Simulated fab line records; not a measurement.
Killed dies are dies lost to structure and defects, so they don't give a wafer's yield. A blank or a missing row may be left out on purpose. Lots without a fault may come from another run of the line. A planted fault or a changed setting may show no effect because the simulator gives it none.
Matching of chambers -- flow sky130 -- SKY_VIA3_CMP_02 on cmp-02: 4 sister chambers
The step polishes SiO2. 7 wafers are shown with their chamber, then 7 later ones without.

WAFERS, EACH WITH ITS CHAMBER
wafer,chamber,motor-current-A (A),head-pressure-psi (psi)
L115.5,2,12.2,3.992
L120.3,2,12.3,4.003
L120.5,3,11.6,3.996
L121.2,0,10.7,4.003
L121.3,3,11.7,4.012
L121.5,1,10.5,4.001
L123.1,1,10.3,3.995

WAFERS WITHOUT THEIR CHAMBER
wafer,motor-current-A (A),head-pressure-psi (psi)
L123.2,12.0,3.992
L123.5,10.5,3.984
L122.2,11.1,4.011
L122.3,12.2,4.000
L122.4,10.3,4.004
L124.4,12.3,3.996
L124.5,12.0,3.990

WHICH CHAMBER EACH WENT THROUGH
wafer,from the rows above,in truth
L123.2,can't be placed: 2 or 3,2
L123.5,can't be placed: 1 or 0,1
L122.2,can't be placed: 0 or 3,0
L122.3,2,2
L122.4,1,1
L124.4,2,2
L124.5,can't be placed: 2 or 3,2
Correct placement for 3 of the 7. Can't be placed from these rows: 4 (the true chamber is among the candidates in 4). Placed wrongly: 0.
How it was worked out, from the rows above alone: a wafer's distance from a chamber is the root of the sum, over the readings, of the square of ((its reading less the chamber's mean) divided by the reading's scatter). The wafer belongs to the nearest chamber; if the next one is less than 2 further off, it can't be placed. Each chamber's mean is taken over the wafers shown for it. How the scatter is found: for the shown wafers, subtract from each reading the mean of its chamber, square and add these, divide the total by (wafers less chambers), then take the root.
